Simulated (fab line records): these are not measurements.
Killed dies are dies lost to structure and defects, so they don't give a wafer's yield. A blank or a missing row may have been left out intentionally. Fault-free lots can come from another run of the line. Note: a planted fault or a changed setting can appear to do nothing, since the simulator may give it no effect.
Matching of chambers / flow sky130 / SKY_CONTACT_ETCH_17 on rieDiel-03 has 4 sister chambers
The step etches SiO2 in C4F8/O2/Ar, stops on Si3N4, target depth 340 nm. 4 wafers are shown with their chamber, then 7 later ones without.

== EACH WAFER AND ITS CHAMBER ==
wafer=L083.5; chamber=2; oesProductAu (a.u.)=0.886
wafer=L083.6; chamber=3; oesProductAu (a.u.)=0.900
wafer=L085.1; chamber=0; oesProductAu (a.u.)=0.902
wafer=L085.2; chamber=1; oesProductAu (a.u.)=0.889

== WAFERS WITH NO CHAMBER GIVEN ==
wafer=L085.6; oesProductAu (a.u.)=0.889
wafer=L087.3; oesProductAu (a.u.)=0.887
wafer=L087.4; oesProductAu (a.u.)=0.891
wafer=L087.6; oesProductAu (a.u.)=0.900
wafer=L097.2; oesProductAu (a.u.)=0.892
wafer=L097.3; oesProductAu (a.u.)=0.901
wafer=L097.5; oesProductAu (a.u.)=0.898

== WHICH CHAMBER EACH WENT THROUGH ==
wafer=L085.6; from the rows above=can't be placed: 1 or 2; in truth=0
wafer=L087.3; from the rows above=can't be placed: 2 or 1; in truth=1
wafer=L087.4; from the rows above=can't be placed: 1 or 2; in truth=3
wafer=L087.6; from the rows above=can't be placed: 3 or 0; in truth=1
wafer=L097.2; from the rows above=can't be placed: 1 or 2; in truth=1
wafer=L097.3; from the rows above=can't be placed: 0 or 3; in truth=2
wafer=L097.5; from the rows above=can't be placed: 3 or 0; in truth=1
Correctly placed: 0 of 7. Not placeable from these rows: 7 (in 2, the candidates include the true chamber). 0 placed wrongly.
How it was worked out, from the rows above alone: a wafer's distance from a chamber is the root of the sum, over the readings, of the square of ((its reading less the chamber's mean) divided by the reading's scatter). The wafer belongs to the nearest chamber; if the next one is less than 2 further off, it can't be placed. The mean given for a chamber averages the wafers shown for that chamber. The scatter: root of mean squared gap, hidden wafer to nearest shown wafer, with one shown wafer a chamber.
